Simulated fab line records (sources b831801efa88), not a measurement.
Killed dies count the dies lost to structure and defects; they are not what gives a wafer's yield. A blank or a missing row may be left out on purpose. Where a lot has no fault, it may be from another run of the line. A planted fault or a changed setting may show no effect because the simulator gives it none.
The same fault as seen by 2 desks | flow sfq-line | numbers are kept per desk, each desk with only its own; the story behind them comes last

DESK OF THE TOOL OWNER: pvd-sputter-04
The tool's own readings at SFQ_TRILAYER_M1_DEP_SPUTTER_037 (material Nb, target thk 200 nm, time 133.3 s): means of the sampled wafers that have a number, for each lot that ran on this tool. The brackets show how far a lot's mean lies from the usual mean; more than 4 standard deviations puts the lot out of limits, marked OUT.
Columns: A = throttle-valve-pct at SFQ_TRILAYER_M1_DEP_SPUTTER_037, usual 29.8 %
lot  | first seen here | A
L170 | day 18 07:23    | 28.9
L171 | day 18 17:48    | 28.7
L172 | day 19 00:24    | 29.9
L178 | day 21 09:31    | 29.1
L179 | day 21 20:19    | 27.6
L180 | day 22 03:31    | 28.9
L186 | day 25 21:15    | 30.0
L189 | day 26 18:51    | 28.8
L190 | day 27 00:58    | 29.9
This desk found nothing out of limits on any of the 9 lots.

AT THE METROLOGY DESK
Lot by lot, what the gauges showed, no matter which tool ran the lot: averages of those sampled wafers that carry a number. The brackets show how far a lot's mean lies from the usual mean; more than 4 standard deviations puts the lot out of limits, marked OUT.
Columns: A = M1_NB_RS at SFQ_M1_RS_MEAS_909, usual 0.894 ohm/sq
lot  | first seen here | A
L167 | day 16 10:27    | 0.900
L168 | day 17 09:15    | 0.887
L170 | day 18 07:31    | 0.893
L171 | day 18 17:53    | 0.913
L172 | day 19 00:29    | 0.895
L178 | day 21 09:39    | 0.845 (-4.1) OUT
L179 | day 21 20:27    | 0.842 (-4.4) OUT
L180 | day 22 03:37    | 0.858
L184 | day 24 18:49    | 0.894
L185 | day 25 04:25    | 0.899
L186 | day 25 21:20    | 0.902
L187 | day 26 02:44    | 0.896
L188 | day 26 12:59    | 0.894
L189 | day 26 18:58    | 0.894
L190 | day 27 01:04    | 0.900
This desk reports L178, L179 out of limits; the earliest was L178 at day 21 09:39 (M1_NB_RS at SFQ_M1_RS_MEAS_909). L167, L168, L170, L171, L172, L180, L184, L185, L186, L187, L188, L189, L190 stayed within limits.

BROUGHT TOGETHER
On L178, L179, the metrology desk was in a position to raise an alarm at day 21 09:39.
Nothing out of limits was seen by the tool owner's desk.
Tool owner's desk: L178, L179 on record, inside its limits.
SFQ_TRILAYER_M1_DEP_SPUTTER_037 was run on pvd-sputter-04 by each of the lots named.

WHAT THE SIMULATOR HAD INSERTED
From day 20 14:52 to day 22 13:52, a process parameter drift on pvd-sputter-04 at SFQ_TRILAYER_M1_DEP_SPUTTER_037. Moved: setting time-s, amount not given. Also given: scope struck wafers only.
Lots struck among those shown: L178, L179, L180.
Time in hours between the start of the fault and the first out-of-limits reading at each desk: metrology desk, 19.
